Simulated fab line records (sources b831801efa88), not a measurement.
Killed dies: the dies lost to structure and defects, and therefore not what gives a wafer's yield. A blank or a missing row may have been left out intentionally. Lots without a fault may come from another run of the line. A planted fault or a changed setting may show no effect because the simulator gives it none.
Matching of chambers | flow sky130 | SKY_VIA4_CMP_02 on cmp-02: 4 sister chambers
The step polishes SiO2. 4 wafers are shown with their chamber, then 9 later ones without.

== WAFERS PAIRED WITH THEIR CHAMBERS ==
wafer  | chamber | motor-current-A (A)
L770.5 | 2       | 10.2
L771.2 | 1       | 11.9
L775.3 | 0       | 11.4
L775.5 | 3       | 12.2

== WAFERS WITH NO CHAMBER GIVEN ==
wafer  | motor-current-A (A)
L778.1 | 11.8
L778.4 | 11.7
L778.5 | 12.3
L781.1 | 11.1
L781.5 | 11.6
L781.6 | 10.5
L782.1 | 12.0
L782.3 | 11.3
L782.4 | 11.0

== WHICH CHAMBER EACH WENT THROUGH ==
wafer  | from the rows above          | in truth
L778.1 | can't be placed: 1 or 3 or 0 | 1
L778.4 | can't be placed: 1 or 0 or 3 | 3
L778.5 | can't be placed: 3 or 1      | 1
L781.1 | 0                            | 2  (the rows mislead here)
L781.5 | can't be placed: 0 or 1 or 3 | 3
L781.6 | 2                            | 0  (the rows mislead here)
L782.1 | can't be placed: 1 or 3      | 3
L782.3 | 0                            | 0
L782.4 | can't be placed: 0 or 2      | 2
Correctly placed: 1 of 9. Not placeable from these rows: 6 (in 6, the candidates include the true chamber). Number placed wrongly: 2.
How it was worked out, from the rows above alone: a wafer's distance from a chamber is the root of the sum, over the readings, of the square of ((its reading less the chamber's mean) divided by the reading's scatter). The wafer belongs to the nearest chamber; if the next one is less than 2 further off, it can't be placed. For every chamber, the mean is computed from those of its wafers that are shown. The scatter: with one shown wafer a chamber, the root of the mean of the squares of how far each hidden wafer lies from its nearest shown one.
